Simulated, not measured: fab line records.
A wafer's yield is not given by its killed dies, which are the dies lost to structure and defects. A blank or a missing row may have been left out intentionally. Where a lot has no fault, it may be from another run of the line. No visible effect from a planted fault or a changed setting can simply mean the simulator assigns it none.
fab line records | flow sky130
[record] lots = 6 wafers = 18 last-day = 50
route steps=708 shown VIA4@652 METAL5@661 PAD_OPEN@708
lots that met no fault: from a run of the same line without faults
start-h: the number of hours between the record's first day and the start of the first shown wafer of the lot | wait-h: how many hours have passed since the lot's step before this one | " same as the row above | L1.1+2: several wafers, shown together as one row | - no value, or no start given | * or withheld: withheld | < > ~ a bound
route shown NAME@n: names a module that has steps shown in the file, with the first one's number in the route | usual: mean and standard deviation over wafers with no fault | same: alike in all rows | chamber/n: place in a boat | sites: readings site by site | _std_site: their standard deviation | _edge_site: mean of outer sites minus mean of inner sites | radius-mm: how far each site lies from the wafer's centre | mask NAME#n: copy n | behind: the tool/chamber that last shaped the wafer | hold: why the lot went on hold/how many hours it stayed there/how the hold came to an end | device: whichever transistor did not switch (one of n, p or np) | end of line: at the end of the route, the tests of the same wafers | a step without rows: its recipe alone | killed: dies lost to structure and defects at the first sort, not the wafer's yield | map: per-die view of a wafer (x killed, . not killed, _ where there is no die)
set.NAME: the setting the step ran with; set.NAME@STEP: the setting that earlier step ran with | model.NAME: the simulator's own value behind a step, which no gauge read
a table for each step, a row for each wafer; lots at some steps of the route
services: from which hour (start-h, from the record's first day; less than 0 if before it) a tool's chamber was out of use, for how many hours, and why
[[steps]]
[step SKY_VIA4_STRIP_13]
[recipe] chemistry = O2/N2 power-w = 1400 pressure-mtorr = 1500 platen-temp-c = withheld o2-flow-sccm = 3000 n2-flow-sccm = 300 overash-fraction = 0.5
[usual] drypump-motor-current-A = 5.7/0.43 oes-product-au = 0.710/0.0046 strip-time-to-endpoint-s = 12.801/0.025
// columns lot.wafer tool chamber start-h wait-h drypump-motor-current-A oes-product-au rf-hours-counter-h strip-time-to-endpoint-s
L600.1 plasma-asher-03 0 987.53 - 5.2 0.720 85 12.823
L600.3 " 0 " " 5.2 0.700 - 12.801
L600.5 " 1 " " 5.5 0.706 - 12.763
L601.1 plasma-asher-02 0 999.15 - 6.0 0.716 115 12.786
L601.4 " 1 " " 6.1 0.714 - 12.818
L601.5 " 0 " " 6.0 0.720 - 12.754
L604.3 plasma-asher-01 0 1026.62 - 5.6 0.710 - 12.831
L604.4 " 1 " " 6.6 0.719 - 12.826
L604.5 " 0 " " 5.6 0.718 - 12.807
L606.2 plasma-asher-03 0 1034.99 - 5.2 0.713 90 12.790
L606.4 " 1 " " 5.6 0.709 - 12.771
L606.5 " 1 " " 5.6 0.710 - 12.815
L617.2 plasma-asher-03 0 1126.99 - 5.2 0.712 99 12.795
L617.3 " 0 " " 5.2 0.714 - 12.771
L617.4 " 1 " " 5.6 0.713 - 12.777
L620.4 plasma-asher-02 1 1147.47 - 6.1 0.701 - 12.806
L620.5 " 1 " " 6.1 0.709 - 12.801
L620.6 " 0 " " 6.0 0.700 - 12.777
[step SKY_VIA4_STRIP_14]
[recipe] chemistry = post-etch-residue-remover time-s = 1200 temp-c = 72.5
[step SKY_VIA4_CLEAN_15]
[recipe] chemistry = IPA time-s = 180 temp-c = 25
[step SKY_VIA4_CLEAN_16]
[recipe] chemistry = O3/DIW dry = n2-spin
[step SKY_VIA4_SPUTTER_17]
[recipe] material = TiN target-thk-nm = 20 chamber-pressure-pa = 5 power-w = 4000 time-s = 80
[step SKY_VIA4_CVD_18]
[recipe] material = W target-thk-nm = 505 time-s = 152.14 temp-c = 400 pressure-torr = 40
[usual] heater-power-w = 775/49
// columns lot.wafer tool chamber start-h wait-h heater-power-w since-wet-clean-h
L600.1 cvd-w-02 1 988.19 0.0 808 584
L600.3 " 0 " " 815 -
L600.5 " 1 " " 773 -
L601.1 cvd-w-01 0 999.81 0.0 744 82
L601.4 " 1 " " 710 -
L601.5 " 0 " " 743 -
L604.3 cvd-w-01 0 1027.29 0.1 761 -
L604.4 " 1 " " 709 -
L604.5 " 0 " " 748 -
L606.2 cvd-w-02 1 1035.65 0.0 819 632
L606.4 " 0 " " 844 -
L606.5 " 0 " " 848 -
L617.2 cvd-w-01 1 1128.12 0.0 727 210
L617.3 " 1 " " 719 -
L617.4 " 0 " " 760 -
L620.4 cvd-w-02 0 1148.19 0.1 859 -
L620.5 " 1 " " 798 -
L620.6 " 0 " " 842 -
[step SKY_VIA4_RS_MEAS_19]
[recipe] thk-meas-gauge = four-point-probe reads = W_of_VIA4_CVD_18+TiN_of_VIA4_SPUTTER_17
[usual] VIA4_W_RS = 0.2257/0.0023
// columns lot.wafer tool chamber start-h wait-h VIA4_W_RS[ohm/sq]
L600.1 film-metro-04 - 988.34 0.1 0.2273
L600.3 " - " " 0.2243
L600.5 " - " " 0.2300
L601.1 film-metro-02 - 999.96 0.1 0.2258
L601.4 " - " " 0.2275
L601.5 " - " " 0.2263
L604.3 film-metro-02 - 1027.43 0.1 0.2241
L604.4 " - " " 0.2257
L604.5 " - " " 0.2250
L606.2 film-metro-04 - 1035.82 0.1 0.2309
L606.4 " - " " 0.2266
L606.5 " - " " 0.2265
L617.2 film-metro-04 - 1128.29 0.1 0.2284
L617.3 " - " " 0.2271
L617.4 " - " " 0.2244
L620.4 film-metro-03 - 1148.35 0.1 0.2257
L620.5 " - " " 0.2299
L620.6 " - " " 0.2241
[step SKY_VIA4_THK_MEAS_20]
[recipe] thk-meas-gauge = xrf reads = W_of_VIA4_CVD_18
[usual] VIA4_W_THK = 507/7.6
// columns lot.wafer tool chamber start-h wait-h VIA4_W_THK[nm]
L600.1 film-metro-04 - 988.46 0.1 510
L600.3 " - " " 515
L600.5 " - " " 502
L601.1 film-metro-02 - 1000.08 0.1 500
L601.4 " - " " 500
L601.5 " - " " 500
L604.3 film-metro-02 - 1027.53 0.1 503
L604.4 " - " " 500
L604.5 " - " " 502
L606.2 film-metro-04 - 1035.93 0.1 500
L606.4 " - " " 509
L606.5 " - " " 511
L617.2 film-metro-04 - 1128.40 0.1 512
L617.3 " - " " 512
L617.4 " - " " 519
L620.4 film-metro-03 - 1148.44 0.1 507
L620.5 " - " " 494
L620.6 " - " " 510
[step SKY_VIA4_CMP_21]
[recipe] stop-on = SiO2 t-overpolish-s = 25 down-force-psi = 3.5 platen-rpm = 60 target-thk-nm = 0 pad-velocity-m-s = 0.94248
[usual] motor-current-A = 11.7/0.67 overpolish-run-s = 25.000/0.0085 platen-rpm = 59.99/0.037 time-to-endpoint-s = 122/4.9
// columns lot.wafer tool chamber start-h wait-h motor-current-A overpolish-run-s platen-rpm time-to-endpoint-s
L600.3 cmp-01 0 988.52 0.0 11.8 24.991 60.02 121
L600.1 " 2 " " 12.5 24.995 59.99 119
L600.5 " 0 " " 11.0 25.001 60.05 116
L601.1 cmp-02 1 1000.31 0.2 11.7 25.000 59.93 127
L601.4 " 3 " " 10.6 24.994 59.98 115
L601.5 " 2 " " 13.5 24.988 60.02 125
L604.4 cmp-01 0 1027.57 0.0 11.5 25.014 59.97 120
L604.3 " 2 " " 12.7 24.990 59.97 118
L604.5 " 1 " " 11.2 25.000 59.95 119
L606.4 cmp-02 1 1036.03 0.1 11.6 25.017 59.98 124
L606.2 " 2 " " 12.9 24.993 59.99 119
L606.5 " 0 " " 11.9 24.994 59.91 124
L617.3 cmp-01 0 1128.45 0.0 11.1 25.000 59.95 114
L617.2 " 1 " " 11.7 25.003 60.04 117
L617.4 " 3 " " 11.8 25.005 59.98 114
L620.4 cmp-02 2 1148.52 0.1 13.4 24.991 59.92 125
L620.5 " 1 " " 11.4 25.014 59.99 126
L620.6 " 2 " " 12.4 24.997 59.96 123
[step SKY_METAL5_SPUTTER_00]
[recipe] material = Ti target-thk-nm = 15 power-w = 3000 time-s = 10 chamber-pressure-pa = 0.4
[step SKY_METAL5_SPUTTER_01]
[recipe] material = TiN target-thk-nm = 20 power-w = 6500 time-s = 16.7 chamber-pressure-pa = 0.4
[step SKY_METAL5_SPUTTER_02]
[recipe] material = AlCu target-thk-nm = 1150 power-w = 10600 time-s = 61.2 chamber-pressure-pa = 0.4
[usual] throttle-valve-pct = 30.2/1.1
// columns lot.wafer tool chamber start-h wait-h throttle-valve-pct
L600.1 pvd-sputter-04 - 988.87 0.0 30.2
L600.3 " - " " 32.1
L600.5 " - " " 31.6
L601.1 pvd-sputter-03 - 1000.65 0.0 30.6
L601.4 " - " " 32.2
L601.5 " - " " 30.1
L604.3 pvd-sputter-04 - 1027.92 0.0 29.6
L604.4 " - " " 29.4
L604.5 " - " " 30.2
L606.2 pvd-sputter-04 - 1036.33 0.0 30.1
L606.4 " - " " 29.3
L606.5 " - " " 30.3
L617.2 pvd-sputter-03 - 1128.80 0.0 29.3
L617.3 " - " " 30.5
L617.4 " - " " 30.3
L620.4 pvd-sputter-02 - 1148.84 0.0 31.0
L620.5 " - " " 31.1
L620.6 " - " " 29.1
[step SKY_METAL5_SPUTTER_03]
[recipe] material = Ti target-thk-nm = 5 power-w = 3000 time-s = 3.3 chamber-pressure-pa = 0.4
[usual] throttle-valve-pct = 30.2/1.1
// columns lot.wafer tool chamber start-h wait-h throttle-valve-pct model.Ti_of_METAL5_SPUTTER_03.thk-nm
L600.1 pvd-sputter-04 - 988.92 0.0 30.4 5.101
L600.3 " - " " 31.7 5.026
L600.5 " - " " 31.9 5.096
L601.1 pvd-sputter-03 - 1000.70 0.0 30.8 5.12
L601.4 " - " " 32.3 5.269
L601.5 " - " " 30.6 5.139
L604.3 pvd-sputter-04 - 1027.97 0.0 29.5 3.838
L604.4 " - " " 29.1 3.633
L604.5 " - " " 30.3 3.755
L606.2 pvd-sputter-04 - 1036.38 0.0 30.2 3.674
L606.4 " - " " 29.3 3.782
L606.5 " - " " 30.0 3.749
L617.2 pvd-sputter-03 - 1128.85 0.0 29.1 5.091
L617.3 " - " " 30.7 5.108
L617.4 " - " " 30.4 5.127
L620.4 pvd-sputter-02 - 1148.88 0.0 31.1 5.031
L620.5 " - " " 31.1 4.977
L620.6 " - " " 29.3 5.11
[step SKY_METAL5_SPUTTER_04]
[recipe] material = TiN target-thk-nm = 70 power-w = 6500 time-s = 58.3 chamber-pressure-pa = 0.4
[usual] throttle-valve-pct = 30.2/1.1
// columns lot.wafer tool chamber start-h wait-h throttle-valve-pct
L600.1 pvd-sputter-04 - 988.94 0.0 30.5
L600.3 " - " " 32.0
L600.5 " - " " 31.7
L601.1 pvd-sputter-03 - 1000.72 0.0 30.4
L601.4 " - " " 32.3
L601.5 " - " " 30.7
L604.3 pvd-sputter-04 - 1027.99 0.0 29.4
L604.4 " - " " 29.5
L604.5 " - " " 30.3
L606.2 pvd-sputter-04 - 1036.40 0.0 30.2
L606.4 " - " " 29.3
L606.5 " - " " 30.0
L617.2 pvd-sputter-03 - 1128.87 0.0 29.0
L617.3 " - " " 30.5
L617.4 " - " " 30.4
L620.4 pvd-sputter-02 - 1148.91 0.0 31.1
L620.5 " - " " 31.1
L620.6 " - " " 29.0
[step SKY_PAD_OPEN_PROBE_99]
[usual] defect-limited-yield = 82.5/1.9 killed_at_M0_to_M3 = 44/7.3 killed_at_M4_up = 3.2/1.8 killed-at-contacts = 24/5.4 killed-at-front-end = 16/4.4 killed-at-other = 0.3/0.48 killed-dies = 86/9.5 killed-open = 47/7.7 killed-short = 39/6.4 sort_bin_3_pad_short = 0.9/0.41 sort_bin_5_function = 10.4/1.5 sort_bin_6_memory = 6.2/1.1 sort-n-pass = 406/9.5 sort-yield-pct = 82.5/1.9
[same] gross-dies = 492 killed-at-back-side = 0 sort_bin_4_leakage[%] = 0 sort_bin_8_speed[%] = 0
// columns lot.wafer tool chamber start-h wait-h defect-limited-yield[%] killed_at_M0_to_M3 killed_at_M4_up killed-at-contacts killed-at-front-end killed-at-other killed-dies killed-open killed-short sort_bin_3_pad_short[%] sort_bin_5_function[%] sort_bin_6_memory[%] sort-n-pass sort-yield-pct[%]
L600.1 prober-01 - 1059.75 0.1 81.3 49 4 29 10 0 92 48 44 0.6 11.8 6.3 400 81.3
L600.3 prober-01 - 1059.85 0.2 81.3 50 5 23 14 0 92 46 46 1.6 9.6 7.5 400 81.3
L600.5 prober-01 - 1059.95 0.2 81.3 48 3 26 15 0 92 57 35 1.2 12.6 4.9 400 81.3
L601.1 prober-02 - 1070.23 0.1 82.9 43 2 30 9 0 84 52 32 0.4 10.0 6.7 408 82.9
L601.4 prober-02 - 1070.38 0.2 85.6 33 5 22 11 0 71 44 27 0.8 8.7 4.9 421 85.6
L601.5 prober-02 - 1070.43 0.2 84.3 40 2 23 12 0 77 41 36 0.8 9.3 5.5 415 84.3
L606.2 prober-02 - 1102.24 0.1 80.9 47 2 25 19 1 94 45 49 0.6 12.0 6.5 398 80.9
L606.4 prober-02 - 1102.34 0.2 83.1 41 2 21 18 1 83 52 31 0.4 11.6 4.9 409 83.1
L606.5 prober-02 - 1102.39 0.2 82.5 46 1 18 21 0 86 45 41 0.6 11.0 5.9 406 82.5
L617.2 prober-01 - 1185.16 0.1 81.1 54 3 19 17 0 93 52 41 0.6 13.6 4.7 399 81.1
L617.3 prober-01 - 1185.21 0.2 82.3 47 3 21 16 0 87 39 48 0.8 10.8 6.1 405 82.3
L617.4 prober-01 - 1185.26 0.2 80.9 56 4 22 12 0 94 48 46 0.6 11.2 7.3 398 80.9
L620.4 prober-01 - 1203.44 0.2 81.1 48 2 28 15 0 93 58 35 1.0 13.2 4.7 399 81.1
L620.5 prober-01 - 1203.49 0.2 79.7 59 3 22 16 0 100 57 43 0.4 10.8 9.1 392 79.7
L620.6 prober-01 - 1203.54 0.2 81.7 42 5 27 16 0 90 52 38 1.4 11.4 5.5 402 81.7
// killed by level:class
L600.1 CONTACT:geometric-particle:open=12 VIA2:geometric-particle:open=9 CONTACT:geometric-particle:short=9 VIA1:geometric-particle:open=8 VIA3:geometric-particle:open=7 METAL2:geometric-particle:short=6 LI_CONTACT:geometric-particle:open=4 VIA1:geometric-particle:short=4
L600.3 VIA1:geometric-particle:open=14 CONTACT:geometric-particle:open=8 METAL2:geometric-particle:short=7 VIA1:geometric-particle:short=7 LOCAL_INTERCONNECT:geometric-particle:short=6 VIA2:geometric-particle:open=6 LI_CONTACT:geometric-particle:open=5 METAL1:geometric-particle:short=5
L600.5 VIA1:geometric-particle:open=13 LI_CONTACT:geometric-particle:open=10 CONTACT:geometric-particle:open=7 VIA1:geometric-particle:short=7 VIA2:geometric-particle:open=7 METAL2:geometric-particle:short=6 FIELD_ISO:geometric-particle:open=5 VIA3:geometric-particle:open=5
L601.1 LI_CONTACT:geometric-particle:open=11 CONTACT:geometric-particle:open=11 VIA1:geometric-particle:open=11 VIA3:geometric-particle:open=8 METAL1:geometric-particle:short=6 METAL2:geometric-particle:short=6 VIA2:geometric-particle:short=4 FIELD_ISO:geometric-particle:open=3
L601.4 CONTACT:geometric-particle:open=9 VIA1:geometric-particle:open=9 LI_CONTACT:geometric-particle:open=6 POLY_GATE:geometric-particle:open=5 METAL1:geometric-particle:short=5 VIA3:geometric-particle:open=5 LOCAL_INTERCONNECT:geometric-particle:short=4 VIA2:geometric-particle:short=3
L601.5 VIA1:geometric-particle:open=12 VIA2:geometric-particle:open=8 LI_CONTACT:geometric-particle:open=7 LOCAL_INTERCONNECT:geometric-particle:short=6 CONTACT:geometric-particle:open=5 METAL1:geometric-particle:short=5 VIA1:geometric-particle:short=5 FIELD_ISO:geometric-particle:short=4
L606.2 CONTACT:geometric-particle:open=15 VIA1:geometric-particle:open=8 FIELD_ISO:geometric-particle:short=7 VIA2:geometric-particle:open=7 METAL2:geometric-particle:short=6 VIA1:geometric-particle:short=5 VIA2:geometric-particle:short=5 METAL3:geometric-particle:short=5
L606.4 FIELD_ISO:geometric-particle:open=11 CONTACT:geometric-particle:open=10 VIA1:geometric-particle:open=9 LI_CONTACT:geometric-particle:open=6 VIA3:geometric-particle:open=4 METAL1:geometric-particle:short=4 METAL3:geometric-particle:short=4 VIA1:geometric-particle:short=4
L606.5 VIA1:geometric-particle:open=11 METAL2:geometric-particle:short=10 FIELD_ISO:geometric-particle:open=8 CONTACT:geometric-particle:open=7 METAL1:geometric-particle:short=7 LOCAL_INTERCONNECT:geometric-particle:short=6 POLY_GATE:geometric-particle:open=5 VIA2:geometric-particle:open=5
L617.2 VIA2:geometric-particle:open=10 VIA1:geometric-particle:open=10 METAL2:geometric-particle:short=9 CONTACT:geometric-particle:open=7 LI_CONTACT:geometric-particle:open=6 VIA1:geometric-particle:short=6 VIA2:geometric-particle:short=6 VIA3:geometric-particle:open=6
L617.3 VIA1:geometric-particle:open=11 FIELD_ISO:geometric-particle:short=9 VIA2:geometric-particle:open=9 METAL2:geometric-particle:short=7 CONTACT:geometric-particle:open=6 LOCAL_INTERCONNECT:geometric-particle:short=5 VIA1:geometric-particle:short=5 VIA3:geometric-particle:open=5
L617.4 VIA1:geometric-particle:open=17 CONTACT:geometric-particle:open=9 METAL3:geometric-particle:short=8 VIA2:geometric-particle:open=6 VIA3:geometric-particle:short=6 CONTACT:geometric-particle:short=5 VIA1:geometric-particle:short=5 LI_CONTACT:geometric-particle:open=4
L620.4 VIA1:geometric-particle:open=19 VIA3:geometric-particle:open=9 LI_CONTACT:geometric-particle:open=7 LOCAL_INTERCONNECT:geometric-particle:short=7 CONTACT:geometric-particle:open=7 VIA2:geometric-particle:open=7 POLY_GATE:geometric-particle:short=5 SPACER:geometric-particle:short=4
L620.5 METAL1:geometric-particle:short=10 VIA1:geometric-particle:open=9 VIA3:geometric-particle:open=8 CONTACT:geometric-particle:open=7 VIA1:geometric-particle:short=7 POLY_GATE:geometric-particle:open=6 VIA2:geometric-particle:open=6 LI_CONTACT:geometric-particle:open=6
L620.6 CONTACT:geometric-particle:open=11 VIA1:geometric-particle:open=10 VIA2:geometric-particle:open=9 LI_CONTACT:geometric-particle:open=8 POLY_GATE:geometric-particle:short=6 METAL1:geometric-particle:short=5 POLY_GATE:geometric-particle:open=4 LOCAL_INTERCONNECT:geometric-particle:short=4
[[services]]
// columns tool chamber start-h hours kind
cmp-01 - 970.09 0.9 repair
pvd-sputter-02 - 972.84 3.3 repair
plasma-asher-02 - 975.35 14.6 pm
pvd-sputter-04 - 993.61 7.5 repair
plasma-asher-02 - 1000.55 2.4 repair
pvd-sputter-02 - 1008.24 1.0 repair
plasma-asher-01 - 1018.72 1.3 repair
pvd-sputter-02 - 1019.02 8.0 repair
cmp-01 - 1043.31 2.8 pm
plasma-asher-02 - 1055.25 9.0 pm
cvd-w-02 1 1060.23 6.2 repair
cmp-01 - 1074.36 5.0 repair
cvd-w-01 - 1082.68 1.7 repair
cmp-02 - 1084.00 4.0 pm
plasma-asher-02 - 1093.15 3.5 repair
pvd-sputter-04 3 1099.73 - consumable-replace:kit
pvd-sputter-04 3 1099.73 18.0 scheduled-down
pvd-sputter-04 3 1099.73 18.0 vent-cycle
cmp-01 - 1104.32 0.6 repair
cvd-w-01 1 1105.41 1.4 repair
cvd-w-02 0 1115.64 2.7 repair
cmp-02 - 1118.19 3.8 pm
cmp-02 - 1124.90 6.2 repair
cmp-01 - 1137.76 5.4 repair
[[key]]
first-sign none at tools or gauges
[model-effect] step = SKY_METAL5_SPUTTER_03 value = Ti_of_METAL5_SPUTTER_03.thk-nm without = 5.091 struck = 3.739
met-at SKY_METAL5_SPUTTER_03
struck-wafers L604.3,L604.4,L604.5,L606.2,L606.4,L606.5
onset-between 988.92 1027.97
also-fits SKY_METAL5_SPUTTER_02:pvd-sputter-04
[fault] kind = process-parameter-drift tool = pvd-sputter-04 chamber = - onset-h = 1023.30 steps = SKY_METAL5_SPUTTER_03 channel = time-s offset = * shape = step end-h = 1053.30 acts-in = * stated = *
